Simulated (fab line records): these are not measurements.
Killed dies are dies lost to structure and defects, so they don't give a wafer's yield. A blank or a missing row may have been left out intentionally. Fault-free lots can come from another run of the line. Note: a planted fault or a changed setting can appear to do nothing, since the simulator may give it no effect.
fab line records	flow sky130
record: lots: 5	wafers: 23
route steps=708 shown METAL2@483 VIA2@516 CAPM@539 METAL3@560 VIA3@575
start_h: the number of hours between the record's first day and the start of the first shown wafer of the lot	wait_h: hours elapsed since this lot's preceding step	" identical to the entry in the row above	L1.1+2: several wafers, shown together as one row	- no value, or no start was given	* or withheld: withheld	< > ~ a bound
route shown NAME@n: NAME is a module with steps in the file, n the number in the route of the first one	usual: the fault-free wafers' mean and standard deviation	same: alike in all rows	chamber/n: place in a boat	sites: the reading at each site	_std_site: the standard deviation of these	_edge_site: inner sites' mean taken away from outer sites' mean	radius_mm: how far each site lies from the wafer's centre	mask NAME#n: copy n	behind: the last tool/chamber to shape the wafer	hold: cause of the lot's hold/its duration in hours/its outcome	device: which transistor (n, p or np) failed to switch	end of line: the route-end tests of the same wafers	step lacking rows: just its recipe	killed: count of dies lost to structure and defects at first sort (not the wafer's yield)	map: dies across one wafer; x = killed, . = not, _ = none there
set.NAME: the run value of the setting; set.NAME@STEP: its run value at that earlier step	model.NAME: the simulator's own value behind a step, which no gauge read
lots where settings were altered on purpose, with a table for each step and a row for each wafer
== steps ==
step: SKY_METAL2_SPUTTER_00
recipe: material: Ti	target_thk_nm: 15	power_w: 3000	time_s: 10	chamber_pressure_pa: 0.4
lot.wafer	tool	chamber	start_h	wait_h	set.power_w	model.Ti_of_METAL2_SPUTTER_00.thk_nm
L077.1	pvd_sputter-02	-	825.50	0.2	3139	15.48
L077.2	"	-	"	"	3000	15
L077.3	"	-	"	"	3000	14.93
L077.4	"	-	"	"	3139	15.41
L077.6	"	-	"	"	3000	14.79
L074.1	pvd_sputter-04	-	826.01	0.1	3000	14.78
L074.4	"	-	"	"	3000	14.94
L074.5	"	-	"	"	3000	14.62
L078.1	pvd_sputter-04	-	827.49	0.2	3000	15.03
L078.2	"	-	"	"	3000	14.88
L078.3	"	-	"	"	3000	14.95
L078.4	"	-	"	"	3000	14.99
L078.5	"	-	"	"	3000	14.9
L082.1	pvd_sputter-04	-	850.23	0.2	3000	15.49
L082.2+3	"	-	"	"	2650	13.65
L082.4	"	-	"	"	3000	15.44
L082.5	"	-	"	"	3000	15.42
L083.1	pvd_sputter-04	-	851.95	0.1	3000	15.16
L083.2	"	-	"	"	3000	15.06
L083.4	"	-	"	"	3000	15.19
L083.5	"	-	"	"	3000	15.09
L083.6	"	-	"	"	3000	15.23
step: SKY_VIA2_EXPOSE_09
recipe: mask_id: VIM2	na: 0.8	source_shape: annular	sigma_inner: 0.55	sigma_outer: 0.85	target_cd_nm: 200	dose_mj: 38
lot.wafer	tool	chamber	start_h	wait_h	mask	set.dose_mj
L077.1+2+3+4+6	krf_scanner-01	0	-	-	VIM2#0	38
L074.1+4+5	krf_scanner-02	0	-	-	VIM2#0	38
L078.1+2	krf_scanner-02	0	-	-	VIM2#0	38
L078.3+4+5	"	0	"	"	VIM2#0	35.46
L082.1+2+3+4+5	krf_scanner-02	0	-	-	VIM2#0	38
L083.1+2+4	krf_scanner-02	0	-	-	VIM2#0	38
L083.5+6	"	0	"	"	VIM2#0	39.15
step: SKY_VIA2_PEB_10
recipe: peb_temp_c: withheld	peb_time_s: withheld	resist: KrF-thick
step: SKY_VIA2_DEVELOP_11
recipe: develop_time_s: 60	resist: KrF-thick	dev_temp_c: 21
step: SKY_VIA2_CD_MEAS_12
recipe: target_cd_nm: 200
usual: cd_nm: 200.1/1.5
lot.wafer	tool	chamber	start_h	wait_h	set.dose_mj@VIA2_EXPOSE_09	cd_nm
L077.1	cd_sem-01	-	880.26	-	38	199.1
L077.2	"	-	"	"	38	198.4
L077.3	"	-	"	"	38	199.4
L077.4	"	-	"	"	38	200.1
L077.6	"	-	"	"	38	199.2
L074.1	cd_sem-02	-	880.91	-	38	200.9
L074.4	"	-	"	"	38	200.9
L074.5	"	-	"	"	38	200.7
L078.1	cd_sem-01	-	881.61	-	38	198.0
L078.2	"	-	"	"	38	197.7
L078.3	"	-	"	"	35.46	185.7
L078.4	"	-	"	"	35.46	184.6
L078.5	"	-	"	"	35.46	186.3
L082.1	cd_sem-02	-	903.59	-	38	200.0
L082.2	"	-	"	"	38	199.4
L082.3	"	-	"	"	38	200.0
L082.4	"	-	"	"	38	199.9
L082.5	"	-	"	"	38	200.0
L083.1	cd_sem-02	-	904.98	-	38	198.8
L083.2	"	-	"	"	38	200.0
L083.4	"	-	"	"	38	198.2
L083.5	"	-	"	"	39.15	205.5
L083.6	"	-	"	"	39.15	204.5
step: SKY_VIA2_ETCH_14
recipe: chemistry: N2/H2	target: BARC	ion_energy_ev: 200	source_w: 500	bias_w: 100	pressure_mtorr: 30	n2_flow_sccm: 100	h2_flow_sccm: 200	stop_on: SiO2	time_s: 45.9	target_depth_a: 600
lot.wafer	tool	chamber	start_h	wait_h	set.dose_mj@VIA2_EXPOSE_09	model.VIA2.cd_nm
L077.1	rie_diel-02	3	880.42	0.0	38	199.4
L077.2	"	0	"	"	38	197.9
L077.3	"	1	"	"	38	200.4
L077.4	"	2	"	"	38	199.3
L077.6	"	1	"	"	38	200.1
L074.1	rie_diel-01	0	881.07	0.0	38	200.7
L074.4	"	1	"	"	38	200.9
L074.5	"	0	"	"	38	200.2
L078.1	rie_diel-02	3	881.77	0.0	38	199.1
L078.2	"	2	"	"	38	197.5
L078.3	"	0	"	"	35.46	185.2
L078.4	"	1	"	"	35.46	186.1
L078.5	"	0	"	"	35.46	185.5
L082.1	rie_diel-02	3	903.74	0.0	38	200
L082.2	"	2	"	"	38	198.2
L082.3	"	0	"	"	38	198.3
L082.4	"	1	"	"	38	200.6
L082.5	"	1	"	"	38	200.3
L083.1	rie_diel-02	0	905.14	0.0	38	197.5
L083.2	"	3	"	"	38	199
L083.4	"	2	"	"	38	196.4
L083.5	"	2	"	"	39.15	204.3
L083.6	"	3	"	"	39.15	204.6
step: SKY_CAPM_SPUTTER_02
recipe: material: TiN	target_thk_nm: 200	temp_c: 300	power_w: 6500	time_s: 166.7	chamber_pressure_pa: 0.4
lot.wafer	tool	chamber	start_h	wait_h	set.time_s	model.TiN_of_CAPM_SPUTTER_02.thk_nm
L077.1	pvd_sputter-04	-	882.18	0.1	166.7	197.1
L077.2	"	-	"	"	181.4	219.9
L077.3	"	-	"	"	166.7	197
L077.4	"	-	"	"	166.7	200.9
L077.6	"	-	"	"	181.4	215.3
L074.1	pvd_sputter-03	-	882.71	0.1	166.7	198.4
L074.4	"	-	"	"	166.7	199.1
L074.5	"	-	"	"	166.7	199.8
L078.1	pvd_sputter-04	-	883.40	0.1	166.7	197
L078.2	"	-	"	"	166.7	192.6
L078.3	"	-	"	"	166.7	194.9
L078.4	"	-	"	"	166.7	198
L078.5	"	-	"	"	166.7	196.7
L082.1	pvd_sputter-04	-	905.46	0.1	166.7	194.1
L082.2	"	-	"	"	166.7	198.8
L082.3	"	-	"	"	183.9	214
L082.4	"	-	"	"	183.9	218.9
L082.5	"	-	"	"	183.9	219.5
L083.1	pvd_sputter-04	-	906.74	0.1	166.7	195.1
L083.2	"	-	"	"	160.1	185.2
L083.4	"	-	"	"	166.7	197.2
L083.5	"	-	"	"	166.7	194.1
L083.6	"	-	"	"	160.1	190.7
step: SKY_CAPM_RS_MEAS_03
recipe: thk_meas_gauge: four-point-probe	reads: TiN_of_CAPM_SPUTTER_02
usual: CAPM_TIN_RS: 6.97/0.087
lot.wafer	tool	chamber	start_h	wait_h	set.time_s@CAPM_SPUTTER_02	CAPM_TIN_RS[ohm/sq]
L077.1	film_metro-01	-	882.29	0.1	166.7	7.00
L077.2	"	-	"	"	181.4	6.28
L077.3	"	-	"	"	166.7	7.02
L077.4	"	-	"	"	166.7	6.88
L077.6	"	-	"	"	181.4	6.40
L074.1	film_metro-02	-	882.82	0.1	166.7	6.96
L074.4	"	-	"	"	166.7	6.93
L074.5	"	-	"	"	166.7	6.91
L078.1	film_metro-01	-	883.51	0.1	166.7	7.01
L078.2	"	-	"	"	166.7	7.18
L078.3	"	-	"	"	166.7	7.11
L078.4	"	-	"	"	166.7	6.98
L078.5	"	-	"	"	166.7	7.03
L082.1	film_metro-01	-	905.57	0.1	166.7	7.12
L082.2	"	-	"	"	166.7	6.94
L082.3	"	-	"	"	183.9	6.46
L082.4	"	-	"	"	183.9	6.31
L082.5	"	-	"	"	183.9	6.29
L083.1	film_metro-04	-	906.85	0.1	166.7	7.10
L083.2	"	-	"	"	160.1	7.47
L083.4	"	-	"	"	166.7	7.00
L083.5	"	-	"	"	166.7	7.14
L083.6	"	-	"	"	160.1	7.25
step: SKY_CAPM_THK_MEAS_04
recipe: thk_meas_gauge: xrf	reads: TiN_of_CAPM_SPUTTER_02
usual: CAPM_TIN_THK: 205.2/2.8
lot.wafer	tool	chamber	start_h	wait_h	set.time_s@CAPM_SPUTTER_02	CAPM_TIN_THK[nm]
L077.1	film_metro-01	-	882.41	0.1	166.7	205.8
L077.2	"	-	"	"	181.4	229.0
L077.3	"	-	"	"	166.7	204.9
L077.4	"	-	"	"	166.7	209.9
L077.6	"	-	"	"	181.4	224.3
L074.1	film_metro-02	-	882.94	0.1	166.7	203.7
L074.4	"	-	"	"	166.7	205.5
L074.5	"	-	"	"	166.7	206.8
L078.1	film_metro-01	-	883.63	0.1	166.7	206.0
L078.2	"	-	"	"	166.7	201.6
L078.3	"	-	"	"	166.7	203.7
L078.4	"	-	"	"	166.7	206.0
L078.5	"	-	"	"	166.7	205.2
L082.1	film_metro-01	-	905.69	0.1	166.7	201.4
L082.2	"	-	"	"	166.7	207.3
L082.3	"	-	"	"	183.9	223.2
L082.4	"	-	"	"	183.9	227.0
L082.5	"	-	"	"	183.9	228.3
L083.1	film_metro-04	-	906.97	0.1	166.7	200.9
L083.2	"	-	"	"	160.1	190.9
L083.4	"	-	"	"	166.7	202.9
L083.5	"	-	"	"	166.7	200.4
L083.6	"	-	"	"	160.1	197.1
step: SKY_CAPM_METAL_ETCH_13
recipe: target_depth_nm: 220	stop_on: SiO2	chemistry: Cl2/BCl3	target: TiN	pressure_mtorr: 10	icp_w: 900	bias_w: 48.5	Cl2_flow_sccm: 60	bcl3_flow_sccm: 30	time_s: 62.9
usual: oes_product_au: 0.935/0.0077
lot.wafer	tool	chamber	start_h	wait_h	set.icp_w	set.time_s@CAPM_SPUTTER_02	oes_product_au
L077.1	rie_metal-03	0	906.80	0.0	900	166.7	0.937
L077.2	"	1	"	"	900	181.4	0.990
L077.3	"	0	"	"	900	166.7	0.935
L077.4	"	1	"	"	900	166.7	0.946
L077.6	"	0	"	"	900	181.4	0.979
L074.1	rie_metal-04	1	907.10	0.0	900	166.7	0.933
L074.4	"	0	"	"	900	166.7	0.929
L074.5	"	0	"	"	900	166.7	0.934
L078.1	rie_metal-03	1	908.35	0.0	900	166.7	0.941
L078.2	"	0	"	"	900	166.7	0.922
L078.3	"	0	"	"	900	166.7	0.925
L078.4	"	1	"	"	900	166.7	0.940
L078.5	"	1	"	"	900	166.7	0.936
L082.1	rie_metal-01	0	930.01	0.0	900	166.7	0.918
L082.2	"	1	"	"	868	166.7	0.938
L082.3	"	0	"	"	900	183.9	0.985
L082.4	"	1	"	"	868	183.9	0.987
L082.5	"	1	"	"	868	183.9	0.980
L083.1	rie_metal-04	0	931.57	0.0	936.7	166.7	0.934
L083.2	"	1	"	"	936.7	160.1	0.892
L083.4	"	1	"	"	900	166.7	0.933
L083.5	"	1	"	"	900	166.7	0.931
L083.6	"	0	"	"	900	160.1	0.923
step: SKY_METAL3_EXPOSE_10
recipe: mask_id: MM3	na: 0.68	source_shape: annular	sigma_inner: 0.4	sigma_outer: 0.8	target_cd_nm: 300	dose_mj: 28
lot.wafer	tool	chamber	start_h	wait_h	mask	set.dose_mj
L077.1+2+3+4+6	krf_scanner-01	0	-	-	MM3#0	28
L074.1+4+5	krf_scanner-01	0	-	-	MM3#0	28
L078.1+2+3+4+5	krf_scanner-02	0	-	-	MM3#0	28
L082.1+2+5	krf_scanner-01	0	-	-	MM3#0	29.33
L082.3+4	"	0	"	"	MM3#0	28
L083.1+4	krf_scanner-01	0	-	-	MM3#0	26.64
L083.2+5+6	"	0	"	"	MM3#0	28
step: SKY_METAL3_PEB_11
recipe: peb_temp_c: withheld	peb_time_s: withheld	resist: KrF-thick
step: SKY_METAL3_DEVELOP_12
recipe: develop_time_s: 60	resist: KrF-thick	dev_temp_c: 21
step: SKY_METAL3_CD_MEAS_13
recipe: target_cd_nm: 300
usual: cd_nm: 299.7/1.4
lot.wafer	tool	chamber	start_h	wait_h	set.dose_mj@METAL3_EXPOSE_10	cd_nm
L077.1	cd_sem-01	-	932.91	-	28	298.5
L077.2	"	-	"	"	28	299.5
L077.3	"	-	"	"	28	300.1
L077.4	"	-	"	"	28	300.3
L077.6	"	-	"	"	28	299.3
L074.1	cd_sem-02	-	933.03	-	28	296.8
L074.4	"	-	"	"	28	297.9
L074.5	"	-	"	"	28	298.6
L078.1	cd_sem-01	-	934.36	-	28	299.0
L078.2	"	-	"	"	28	297.7
L078.3	"	-	"	"	28	298.9
L078.4	"	-	"	"	28	297.7
L078.5	"	-	"	"	28	297.9
L082.1	cd_sem-01	-	954.53	-	29.33	289.6
L082.2	"	-	"	"	29.33	290.3
L082.3	"	-	"	"	28	301.1
L082.4	"	-	"	"	28	299.5
L082.5	"	-	"	"	29.33	289.6
L083.1	cd_sem-01	-	956.56	-	26.64	311.4
L083.2	"	-	"	"	28	300.2
L083.4	"	-	"	"	26.64	308.5
L083.5	"	-	"	"	28	300.9
L083.6	"	-	"	"	28	300.8
step: SKY_METAL3_DESCUM_15
recipe: chemistry: O2	source_power_w: 150	bias_power_w: 0	pressure_mtorr: 10	temp_c: 40	time_s: 8
lot.wafer	tool	chamber	start_h	wait_h	set.dose_mj@METAL3_EXPOSE_10	model.METAL3.cd_nm
L077.1	rie_metal-01	0	933.07	0.0	28	298.7
L077.2	"	1	"	"	28	301
L077.3	"	0	"	"	28	300.1
L077.4	"	1	"	"	28	301.3
L077.6	"	1	"	"	28	300.7
L074.1	rie_metal-02	0	933.18	0.0	28	296.1
L074.4	"	0	"	"	28	297.2
L074.5	"	0	"	"	28	297.6
L078.1	rie_metal-01	1	934.52	0.0	28	299.5
L078.2	"	0	"	"	28	297.6
L078.3	"	1	"	"	28	300.1
L078.4	"	0	"	"	28	297.4
L078.5	"	1	"	"	28	299.4
L082.1	rie_metal-01	1	954.69	0.0	29.33	290.7
L082.2	"	0	"	"	29.33	289.8
L082.3	"	1	"	"	28	302.1
L082.4	"	0	"	"	28	299.1
L082.5	"	1	"	"	29.33	291.4
L083.1	rie_metal-02	0	956.72	0.0	26.64	310.3
L083.2	"	1	"	"	28	299.2
L083.4	"	0	"	"	26.64	307.2
L083.5	"	1	"	"	28	299.3
L083.6	"	0	"	"	28	299.4
step: SKY_METAL3_ETCH_16
recipe: chemistry: N2/H2	target: BARC	ion_energy_ev: 200	bias_w: 100	pressure_mtorr: 30	n2_flow_sccm: 100	h2_flow_sccm: 200	icp_w: 500	stop_on: SiO2	time_s: 88.2	target_depth_a: 600
lot.wafer	tool	chamber	start_h	wait_h	set.icp_w	set.dose_mj@METAL3_EXPOSE_10	model.METAL3.cd_nm
L077.1	rie_metal-01	0	933.10	0.0	556.6	28	297.4
L077.2	"	1	"	"	500	28	300.3
L077.3	"	0	"	"	556.6	28	298
L077.4	"	1	"	"	500	28	300.9
L077.6	"	1	"	"	500	28	300.5
L074.1	rie_metal-02	0	933.22	0.0	500	28	296.6
L074.4	"	0	"	"	500	28	298.9
L074.5	"	0	"	"	500	28	298.5
L078.1	rie_metal-01	1	934.55	0.0	473.3	28	299.9
L078.2	"	0	"	"	473.3	28	299
L078.3	"	1	"	"	500	28	298
L078.4	"	0	"	"	500	28	296.8
L078.5	"	1	"	"	473.3	28	298.6
L082.1	rie_metal-01	1	954.72	0.0	500	29.33	290.4
L082.2	"	0	"	"	454.9	29.33	291.9
L082.3	"	1	"	"	454.9	28	302.6
L082.4	"	0	"	"	500	28	299
L082.5	"	1	"	"	500	29.33	291.3
L083.1	rie_metal-02	0	956.75	0.0	500	26.64	312.6
L083.2	"	1	"	"	500	28	296.7
L083.4	"	0	"	"	532.5	26.64	308.3
L083.5	"	1	"	"	532.5	28	296.5
L083.6	"	0	"	"	500	28	302.6
step: SKY_VIA3_CMP_02
recipe: material: SiO2	down_force_psi: 4	platen_rpm: 60	pad_velocity_m_s: 0.94248
lot.wafer	tool	chamber	start_h	wait_h	set.leave_above_ref_nm	model.SiO2_of_VIA3_HDPCVD_00.thk_nm
L077.2	cmp-01	2	934.22	0.0	465	465.7
L077.4	"	3	"	"	465	464.9
L077.3	"	0	"	"	465	463.8
L077.1	"	1	"	"	432.9	434.7
L077.6	"	2	"	"	432.9	433.9
L074.1	cmp-02	1	934.44	0.1	465	464.9
L074.4	"	2	"	"	465	465.2
L074.5	"	3	"	"	465	465.9
L078.4	cmp-01	1	935.69	0.0	465	466.3
L078.1	"	2	"	"	443.5	444.6
L078.2	"	3	"	"	443.5	444.1
L078.3	"	0	"	"	443.5	442.8
L078.5	"	1	"	"	465	467
L082.4	cmp-02	0	955.84	0.0	465	464.5
L082.3	"	1	"	"	483	483.5
L082.1	"	2	"	"	483	483.3
L082.2	"	3	"	"	465	466.9
L082.5	"	1	"	"	483	482.6
L083.2	cmp-01	3	957.92	0.1	465	463.9
L083.1	"	0	"	"	437.6	436.4
L083.4	"	1	"	"	465	464.8
L083.6	"	2	"	"	437.6	437.7
L083.5	"	3	"	"	465	464.2
step: SKY_VIA3_ETCH_14
recipe: chemistry: N2/H2	target: BARC	ion_energy_ev: 200	source_w: 500	bias_w: 100	pressure_mtorr: 30	n2_flow_sccm: 100	h2_flow_sccm: 200	stop_on: SiO2	time_s: 45.9	target_depth_a: 600
lot.wafer	tool	chamber	start_h	wait_h	set.bias_w
L077.1+2+3+4+6	rie_diel-04	2,3,1,3,2	958.63	0.0	100
L074.1+4+5	rie_diel-02	1,3,1	958.94	0.0	100
L078.1+2+3+4+5	rie_diel-02	2,0,3,1,2	960.34	0.0	100
L082.1+2+3+4+5	rie_diel-02	0,3,1,2,1	979.89	0.0	100
L083.1+2+5	rie_diel-03	0,2,3	981.64	0.0	100
L083.4+6	"	1,2	"	"	94.23
step: SKY_VIA3_ETCH_15
recipe: target: SiO2	chemistry: C4F8/O2/Ar	target_depth_nm: 507	stop_on: TiN	mask_material: KrF-thick	source_w: 1500	bias_w: 1200	pressure_mtorr: 40	c4f8_flow_sccm: withheld	O2_flow_sccm: 6	Ar_flow_sccm: 300	time_s: 78
usual: oes_product_au: 0.946/0.0046
lot.wafer	tool	chamber	start_h	wait_h	set.leave_above_ref_nm@VIA3_CMP_02	oes_product_au	model.etch.depth_nm	model.VIA3.feature_depth_nm
L077.1	rie_diel-04	2	958.68	0.0	432.9	0.899	-	434.7
L077.2	"	3	"	"	465	0.946	-	465.7
L077.3	"	1	"	"	465	0.954	-	463.8
L077.4	"	3	"	"	465	0.939	464.9	464.9
L077.6	"	2	"	"	432.9	0.910	-	433.9
L074.1	rie_diel-02	1	958.98	0.0	465	0.949	464.9	464.9
L074.4	"	3	"	"	465	0.948	465.2	465.2
L074.5	"	1	"	"	465	0.944	465.9	465.9
L078.1	rie_diel-02	2	960.38	0.0	443.5	0.924	444.6	444.6
L078.2	"	0	"	"	443.5	0.926	444.1	444.1
L078.3	"	3	"	"	443.5	0.926	442.8	442.8
L078.4	"	1	"	"	465	0.943	466.3	466.3
L078.5	"	2	"	"	465	0.948	467	467
L082.1	rie_diel-02	0	979.93	0.0	483	0.959	483.3	483.3
L082.2	"	3	"	"	465	0.950	-	466.9
L082.3	"	1	"	"	483	0.966	-	483.5
L082.4	"	2	"	"	465	0.951	-	464.5
L082.5	"	1	"	"	483	0.963	-	482.6
L083.1	rie_diel-03	0	981.69	0.0	437.6	0.917	-	436.4
L083.2	"	2	"	"	465	0.946	-	463.9
L083.4	"	1	"	"	465	0.939	-	464.8
L083.5	"	3	"	"	465	0.937	464.2	464.2
L083.6	"	2	"	"	437.6	0.907	437.7	437.7
== key ==
split: step: SKY_METAL2_SPUTTER_00	setting: power_w	stated: 3000	by: wafer
response: step: SKY_METAL2_SPUTTER_00	reading: model.Ti_of_METAL2_SPUTTER_00.thk_nm	change: +0.149	per: 1%	r: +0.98
split: step: SKY_VIA2_EXPOSE_09	setting: dose_mj	stated: 38	by: wafer
response: step: SKY_VIA2_CD_MEAS_12	reading: cd_nm	change: +1.87	per: 1%	r: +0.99
response: step: SKY_VIA2_ETCH_14	reading: model.VIA2.cd_nm	change: +1.96	per: 1%	r: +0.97
split: step: SKY_CAPM_SPUTTER_02	setting: time_s	stated: 166.7	by: wafer
response: step: SKY_CAPM_SPUTTER_02	reading: model.TiN_of_CAPM_SPUTTER_02.thk_nm	change: +2.08	per: 1%	r: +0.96
response: step: SKY_CAPM_RS_MEAS_03	reading: CAPM_TIN_RS	change: -0.0679	per: 1%	r: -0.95
response: step: SKY_CAPM_THK_MEAS_04	reading: CAPM_TIN_THK	change: +2.15	per: 1%	r: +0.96
response: step: SKY_CAPM_METAL_ETCH_13	reading: oes_product_au	change: +0.00537	per: 1%	r: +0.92
split: step: SKY_CAPM_METAL_ETCH_13	setting: icp_w	stated: 900	by: wafer
response none clear
split: step: SKY_METAL3_EXPOSE_10	setting: dose_mj	stated: 28	by: wafer
response: step: SKY_METAL3_CD_MEAS_13	reading: cd_nm	change: -2.05	per: 1%	r: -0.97
response: step: SKY_METAL3_DESCUM_15	reading: model.METAL3.cd_nm	change: -2.02	per: 1%	r: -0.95
response: step: SKY_METAL3_ETCH_16	reading: model.METAL3.cd_nm	change: -2.23	per: 1%	r: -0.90
split: step: SKY_METAL3_ETCH_16	setting: icp_w	stated: 500	by: wafer
response none clear
split: step: SKY_VIA3_CMP_02	setting: leave_above_ref_nm	stated: 465	by: wafer
response: step: SKY_VIA3_CMP_02	reading: model.SiO2_of_VIA3_HDPCVD_00.thk_nm	change: +4.58	per: 1%	r: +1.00
response: step: SKY_VIA3_ETCH_15	reading: oes_product_au	change: +0.00502	per: 1%	r: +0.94
response: step: SKY_VIA3_ETCH_15	reading: model.etch.depth_nm	change: +4.75	per: 1%	r: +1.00
response: step: SKY_VIA3_ETCH_15	reading: model.VIA3.feature_depth_nm	change: +4.58	per: 1%	r: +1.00
split: step: SKY_VIA3_ETCH_14	setting: bias_w	stated: 100	by: wafer
response none clear
